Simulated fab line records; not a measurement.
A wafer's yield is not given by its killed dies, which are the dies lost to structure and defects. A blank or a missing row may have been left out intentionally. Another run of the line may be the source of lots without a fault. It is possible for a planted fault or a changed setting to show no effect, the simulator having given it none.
Code-filled problem report in 8D (eight disciplines) form ; flow sky130 ; the parts of the form that need people (team, actions taken, sign-off) are left out

## 1. THE ISSUE
Wafers without a fault read 4.999e+12, standard deviation 5.8e+09; dose_ions_cm2 at SKY_LDD_N_IMPLANT_15 reads a mean of 6.285e+12 on 6 wafers belonging to 2 lots. That is +99 or more standard deviations from the usual mean.
Seen first at day 23 12:25 on implanter-01, wafer L174.1. The record has a number at this step for 18 wafers belonging to 6 lots. By rule, "out" or "out of limits" means more than 4 standard deviations away from the usual mean. The rest of the wafers with a number are treated as sound.

## 2. WHAT IT IS, WHAT IT ISN'T
question;is;is not
which readings at this step;dose_ions_cm2, faraday_current_uA;-
which lots;L174, L179;L165, L172, L180, L181
which wafers of those lots;all that have a number;-
read on which tools;implanter-01;implanter-04
when;from day 23 12:25;"up to then (6 sound wafers); but 6 sound wafers of L180, L181 came after"

## 3. WHAT RULES OUT EACH SUSPECT
Counting: a tool at a process step up to the reading stays a suspect if it ran every lot that is out and no sound lot after the first of them.
- implanter-01 at SKY_LDD_N_IMPLANT_15: kept. Every lot that is out went through it, starting with L174 (day 23 12:25), and after that it ran no sound lot; the last sound lot it ran before then is L172 (day 22 17:45). Its own dose_ions_cm2, faraday_current_uA readings are out on those wafers.
After counting, what remains is implanter-01 at SKY_LDD_N_IMPLANT_15.

## 4. THE CAUSE (what the simulator had put in)
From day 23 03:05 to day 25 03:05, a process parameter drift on implanter-01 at SKY_LDD_N_IMPLANT_15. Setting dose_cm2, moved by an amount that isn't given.
After counting, this tool was the only one left.

## 5. SEQUENCE OF EFFECTS, ordered by route
One row per reading whose mean, taken over the struck wafers that have a number, lies over 3 standard deviations from the usual. Scope: only readings with a usual standard deviation given in the record; hours: median across lots of the time from each lot's start at the first step in this table that gives one to its start at this step; sigmas: change in usual standard deviations.
hours;step;reading;usual;on struck wafers;change;sigmas
0;SKY_LDD_N_IMPLANT_15;dose_ions_cm2;4.999e+12;6.285e+12;+1.286e+12;+99 or more
0;SKY_LDD_N_IMPLANT_15;faraday_current_uA;28.3;35.9;+7.6;+14
It contains these process steps:
- SKY_LDD_N_IMPLANT_15

## 6. WHAT WOULD HAVE CAUGHT IT SOONER
9 hours passed between the start of the fault at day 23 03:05 and the first reading out of limits in this record, taken at day 23 12:25.
